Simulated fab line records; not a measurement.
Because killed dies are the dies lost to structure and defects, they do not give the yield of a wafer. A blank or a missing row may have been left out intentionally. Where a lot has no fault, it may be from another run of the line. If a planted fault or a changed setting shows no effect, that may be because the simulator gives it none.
fab line records    flow sfq-line
record lots=15  wafers=45  last-day=89
route steps=325 shown L0V@24 M1@65 M6@261 M8@323
lots that met no fault: taken from a fault-free run of the same line
start-h: hours from the record's first day to the start of the lot's first wafer shown    wait-h: hours elapsed since this lot's preceding step    " the same as in the row above    L1.1+2: a single row standing in for several wafers    - either no value or no given start    * or withheld: withheld    < > ~ a bound
route shown NAME@n: a module of which the file shows steps, and the number in the route of the first    usual: the fault-free wafers' mean and standard deviation    same: alike in all rows    chamber/n: place in a boat    sites: the reading at each site    _std_site: the values' standard deviation    _edge_site: mean of outer sites minus mean of inner sites    radius-mm: how far each site lies from the wafer's centre    mask NAME#n: copy n    behind: the most recent tool/chamber to have shaped the wafer    hold: cause of the lot's hold/its duration in hours/its outcome    device: whichever transistor did not switch (one of n, p or np)    end of line: at the end of the route, the tests of the same wafers    a step without rows: its recipe alone    killed: at the first sort, the dies lost to defects and structure; wafer yield is something else    map: the dies of a wafer, with x for killed, . for not killed, _ for no die there
set.NAME: the setting that was run; set.NAME@STEP: the one run at that earlier step    model.NAME: the simulator's own value behind a step, which no gauge read
the route's steps for a sample of lots (tables are steps, rows are wafers)
services: when a tool's chamber went out of use (start-h, in hours from the record's first day, below 0 if earlier), for how many hours, and the reason
## steps
# step SFQ_TRILAYER_L0_VIA_BARC_OPEN_VIA_ETCH_021
# recipe mask-material=PR  chemistry=O2  target-depth-nm=125  target=BARC  source-w=500  bias-w=80  pressure-mtorr=30  time-s=41.7
# usual bias-w=80.03/0.23  drypump-motor-current-A=6.0/0.52  oes-product-au=0.685/0.005
# same time-s=41.7
lot.wafer  tool         chamber  start-h  wait-h  bias-w  drypump-motor-current-A  oes-product-au  rf-hours-counter-h
L367.1     rie-diel-02  1        167.36   0.0     80.47   4.9                      0.686           126
L367.3     "            2        "        "       79.67   6.4                      0.694           62
L367.4     "            3        "        "       80.08   6.3                      0.683           -
L368.1     rie-diel-03  2        179.08   0.0     80.12   6.3                      0.685           82
L368.4     "            3        "        "       80.67   6.3                      0.684           -
L368.5     "            2        "        "       80.32   6.3                      0.690           -
L369.1     rie-diel-03  2        189.88   0.0     80.26   6.3                      0.689           82
L369.5     "            3        "        "       79.88   6.3                      0.685           -
L369.6     "            0        "        "       79.20   5.7                      0.687           -
L374.1     rie-diel-04  3        222.31   0.0     79.94   5.9                      0.682           66
L374.3     "            0        "        "       79.88   5.0                      0.685           115
L374.6     "            0        "        "       80.12   5.0                      0.688           -
L375.2     rie-diel-04  1        227.11   0.0     80.16   6.7                      0.689           6
L375.3     "            0        "        "       80.25   5.1                      0.679           115
L375.4     "            0        "        "       80.49   5.0                      0.676           -
L376.2     rie-diel-04  3        234.31   0.0     79.88   5.9                      0.679           66
L376.5     "            1        "        "       79.56   6.7                      0.687           -
L376.6     "            3        "        "       80.49   5.9                      0.675           -
L377.2     rie-diel-03  2        236.71   0.0     79.80   6.4                      0.693           83
L377.4     "            3        "        "       80.09   6.3                      0.693           94
L377.5     "            3        "        "       79.99   6.2                      0.696           -
L379.2     rie-diel-02  3        245.11   0.0     79.96   6.3                      0.691           74
L379.5     "            0        "        "       80.28   6.1                      0.679           -
L379.6     "            1        "        "       80.08   5.0                      0.687           -
L382.2     rie-diel-03  2        261.91   0.0     80.18   6.3                      0.680           83
L382.4     "            1        "        "       79.63   6.2                      0.685           -
L382.6     "            3        "        "       80.17   6.2                      0.692           -
L383.1     rie-diel-02  2        272.70   0.0     80.28   6.3                      0.685           64
L383.2     "            3        "        "       80.11   6.3                      0.679           74
L383.6     "            1        "        "       80.26   5.0                      0.689           -
L384.1     rie-diel-04  2        276.30   0.0     80.02   5.6                      0.691           0
L384.2     "            1        "        "       79.47   6.7                      0.687           7
L384.6     "            2        "        "       79.79   5.6                      0.690           -
L385.1     rie-diel-02  3        284.84   0.0     80.05   6.3                      0.687           75
L385.2     "            1        "        "       79.91   5.0                      0.686           128
L385.5     "            3        "        "       79.92   6.3                      0.688           -
L387.1     rie-diel-03  2        288.44   0.0     79.47   6.4                      0.694           84
L387.4     "            3        "        "       79.93   6.2                      0.692           95
L387.5     "            0        "        "       79.58   5.7                      0.689           -
L388.2     rie-diel-02  1        290.84   0.0     79.78   5.0                      0.679           128
L388.4     "            3        "        "       80.34   6.3                      0.687           75
L388.6     "            0        "        "       80.19   6.1                      0.682           -
L389.1     rie-diel-03  1        292.04   0.0     79.97   6.2                      0.685           2
L389.5     "            1        "        "       80.13   6.2                      0.690           -
L389.6     "            0        "        "       80.18   5.7                      0.685           -
# step SFQ_TRILAYER_M1_LITHO_EXPOSE_040
# recipe mask-id=M1  na=0.6  source-shape=conventional  sigma-outer=0.65  target-cd-nm=500  dose-mj=14.4
# usual exposure-dose-mJ-cm2=14.403/0.015  focus-offset-nm=0.0/0.51  na=0.6/0
lot.wafer  tool            chamber  start-h  wait-h  mask  exposure-dose-mJ-cm2  focus-offset-nm  na
L367.1     krf-scanner-02  0        511.26   -       M1#0  14.391                -0.1             0.6
L367.3     "               0        "        "       M1#0  14.385                -0.5             0.6
L367.4     "               0        "        "       M1#0  14.374                -0.3             0.6
L368.1     krf-scanner-02  0        548.71   -       M1#0  14.412                -0.1             0.6
L368.4     "               0        "        "       M1#0  14.399                0.5              0.6
L368.5     "               0        "        "       M1#0  14.398                0.4              0.6
L369.1     krf-scanner-02  0        563.11   -       M1#0  14.382                0.7              0.6
L369.5     "               0        "        "       M1#0  14.409                -0.3             0.6
L369.6     "               0        "        "       M1#0  14.402                0.3              0.6
L374.1     krf-scanner-02  0        613.51   -       M1#0  14.407                -0.1             0.6
L374.3     "               0        "        "       M1#0  14.383                -0.3             0.6
L374.6     "               0        "        "       M1#0  14.383                -0.2             0.6
L375.2     krf-scanner-01  -        623.87   -       M1#0  -                     -                -
L375.3     "               -        "        "       M1#0  -                     -                -
L375.4     "               -        "        "       M1#0  -                     -                -
L376.2     krf-scanner-01  -        632.27   -       M1#0  -                     -                -
L376.5     "               -        "        "       M1#0  -                     -                -
L376.6     "               -        "        "       M1#0  -                     -                -
L377.2     krf-scanner-01  -        634.67   -       M1#0  -                     -                -
L377.4     "               -        "        "       M1#0  -                     -                -
L377.5     "               -        "        "       M1#0  -                     -                -
L379.2     krf-scanner-02  0        655.18   -       M1#0  14.384                0.3              0.6
L379.5     "               0        "        "       M1#0  14.407                0.9              0.6
L379.6     "               0        "        "       M1#0  14.411                1.3              0.6
L382.2     krf-scanner-02  0        673.18   -       M1#0  14.381                0.3              0.6
L382.4     "               0        "        "       M1#0  14.389                -0.3             0.6
L382.6     "               0        "        "       M1#0  14.379                0.0              0.6
L383.1     krf-scanner-02  0        677.78   -       M1#0  14.427                0.4              0.6
L383.2     "               0        "        "       M1#0  14.411                -0.3             0.6
L383.6     "               0        "        "       M1#0  14.425                -0.3             0.6
L384.1     krf-scanner-01  0        693.75   -       M1#0  14.432                0.2              0.6
L384.2     "               0        "        "       M1#0  14.431                -0.4             0.6
L384.6     "               0        "        "       M1#0  14.404                -0.3             0.6
L385.1     krf-scanner-01  0        713.47   -       M1#0  14.429                -0.6             0.6
L385.2     "               0        "        "       M1#0  14.396                0.3              0.6
L385.5     "               0        "        "       M1#0  14.386                -0.1             0.6
L387.1     krf-scanner-01  0        721.87   -       M1#0  14.403                -0.8             0.6
L387.4     "               0        "        "       M1#0  14.390                0.0              0.6
L387.5     "               0        "        "       M1#0  14.402                -0.2             0.6
L388.2     krf-scanner-01  0        725.67   -       M1#0  14.401                -0.1             0.6
L388.4     "               0        "        "       M1#0  14.410                0.4              0.6
L388.6     "               0        "        "       M1#0  14.401                0.0              0.6
L389.1     krf-scanner-01  0        729.07   -       M1#0  14.399                0.0              0.6
L389.5     "               0        "        "       M1#0  14.389                0.1              0.6
L389.6     "               0        "        "       M1#0  14.394                2.2              0.6
# step SFQ_M6_OVL_MEAS_940
# usual M6_OVL=-1/5.3
lot.wafer  tool        chamber  start-h  wait-h  M6_OVL[nm]
L367.1     overlay-02  -        1679.00  0.1     -3
L367.3     "           -        "        "       -1
L367.4     "           -        "        "       4
L368.1     overlay-02  -        1680.20  0.1     -1
L368.4     "           -        "        "       -6
L368.5     "           -        "        "       -7
L369.1     overlay-01  -        1703.57  0.1     -3
L369.5     "           -        "        "       -1
L369.6     "           -        "        "       -4
L374.1     overlay-01  -        1740.76  0.1     8
L374.3     "           -        "        "       11
L374.6     "           -        "        "       4
L375.2     overlay-01  -        1741.96  0.1     -
L375.3     "           -        "        "       -
L375.4     "           -        "        "       -
L376.2     overlay-02  -        1744.90  0.1     -
L376.5     "           -        "        "       -
L376.6     "           -        "        "       -
L377.2     overlay-01  -        1807.82  0.1     -
L377.4     "           -        "        "       -
L377.5     "           -        "        "       -
L379.2     overlay-02  -        1848.43  0.1     2
L379.5     "           -        "        "       -9
L379.6     "           -        "        "       2
L382.2     overlay-01  -        1943.68  0.1     2
L382.4     "           -        "        "       5
L382.6     "           -        "        "       0
L383.1     overlay-01  -        1950.87  0.1     -7
L383.2     "           -        "        "       4
L383.6     "           -        "        "       2
L384.1     overlay-02  -        1984.02  0.1     -11
L384.2     "           -        "        "       -6
L384.6     "           -        "        "       -6
L385.1     overlay-02  -        2004.42  0.1     -8
L385.2     "           -        "        "       -1
L385.5     "           -        "        "       1
L387.1     overlay-01  -        2023.47  0.1     5
L387.4     "           -        "        "       2
L387.5     "           -        "        "       7
L388.2     overlay-01  -        2034.52  0.1     -6
L388.4     "           -        "        "       -11
L388.6     "           -        "        "       -10
L389.1     overlay-02  -        2040.64  0.1     -7
L389.5     "           -        "        "       -5
L389.6     "           -        "        "       4
# step SFQ_M8_THK_MEAS_950
# recipe thk-meas-gauge=xrf  reads=Au_of_TRILAYER_M8_DEP_EVAP_196
# usual M8_AU_THK=179.0/2.6
lot.wafer  tool           chamber  start-h  wait-h  M8_AU_THK[nm]
L367.1     film-metro-04  -        1815.63  0.1     177.4
L367.3     "              -        "        "       177.7
L367.4     "              -        "        "       178.9
L368.1     film-metro-04  -        1821.63  0.1     180.0
L368.4     "              -        "        "       180.1
L368.5     "              -        "        "       180.5
L369.1     film-metro-03  -        1844.56  0.1     179.6
L369.5     "              -        "        "       176.0
L369.6     "              -        "        "       176.1
L375.2     film-metro-03  -        1917.71  0.1     177.2
L375.3     "              -        "        "       177.1
L375.4     "              -        "        "       180.3
L374.1     film-metro-04  -        1918.90  0.1     180.4
L374.3     "              -        "        "       179.2
L374.6     "              -        "        "       178.1
L376.2     film-metro-01  -        1920.11  0.1     183.7
L376.5     "              -        "        "       181.9
L376.6     "              -        "        "       183.4
L377.2     film-metro-01  -        1972.93  0.1     179.4
L377.4     "              -        "        "       181.9
L377.5     "              -        "        "       184.4
L379.2     film-metro-04  -        1975.33  0.1     172.9
L379.5     "              -        "        "       177.1
L379.6     "              -        "        "       176.1
L382.2     film-metro-01  -        1978.93  0.1     179.5
L382.4     "              -        "        "       182.4
L382.6     "              -        "        "       181.2
L383.1     film-metro-04  -        1980.12  0.1     176.8
L383.2     "              -        "        "       177.4
L383.6     "              -        "        "       177.8
L384.1     film-metro-04  -        2094.59  0.1     177.2
L384.2     "              -        "        "       179.7
L384.6     "              -        "        "       179.1
L385.1     film-metro-04  -        2102.25  0.1     179.7
L385.2     "              -        "        "       174.3
L385.5     "              -        "        "       174.8
L387.1     film-metro-01  -        2126.58  0.1     181.0
L387.4     "              -        "        "       176.8
L387.5     "              -        "        "       181.1
L388.2     film-metro-03  -        2133.73  0.1     175.9
L388.4     "              -        "        "       178.5
L388.6     "              -        "        "       177.8
L389.1     film-metro-03  -        2138.68  0.1     177.0
L389.5     "              -        "        "       176.9
L389.6     "              -        "        "       179.2
## services
tool            chamber  start-h  hours  kind
krf-scanner-02  -        152.75   1.3    pm
krf-scanner-01  -        171.83   0.8    pm
krf-scanner-02  -        176.22   1.0    pm
krf-scanner-01  -        195.55   1.0    pm
krf-scanner-01  -        207.47   1.3    pm
krf-scanner-01  -        269.97   3.6    pm
krf-scanner-02  -        281.96   0.8    pm
krf-scanner-01  -        301.89   1.0    repair
krf-scanner-02  -        316.08   0.7    repair
krf-scanner-02  -        328.73   1.3    pm
krf-scanner-01  -        341.29   0.8    pm
krf-scanner-02  -        345.63   1.0    pm
krf-scanner-01  -        370.84   1.0    pm
krf-scanner-01  -        383.96   1.3    pm
krf-scanner-01  -        414.63   0.9    repair
krf-scanner-01  -        471.28   4.0    pm
krf-scanner-01  -        509.93   0.8    pm
krf-scanner-01  -        534.18   1.0    pm
krf-scanner-01  -        535.15   6.4    repair
krf-scanner-01  -        559.42   1.3    pm
krf-scanner-01  -        641.10   5.9    repair
krf-scanner-01  -        646.05   30.1   repair
krf-scanner-01  -        678.60   0.8    pm
krf-scanner-01  -        703.35   1.0    pm
## key
first-sign step=SFQ_TRILAYER_M1_LITHO_EXPOSE_040  reading=tool-record  direction=missing
effect none on later readings
met-at SFQ_TRILAYER_M1_LITHO_EXPOSE_040
struck-lots L375,L376,L377
not-acting-at SFQ_TRILAYER_L0_VIA_BARC_OPEN_VIA_ETCH_021,SFQ_M6_OVL_MEAS_940,SFQ_M8_THK_MEAS_950
fault kind=skipped-step-whole  tool=krf-scanner-01  chamber=-  onset-h=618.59  steps=SFQ_TRILAYER_M1_LITHO_EXPOSE_040  scope=struck-lots-only
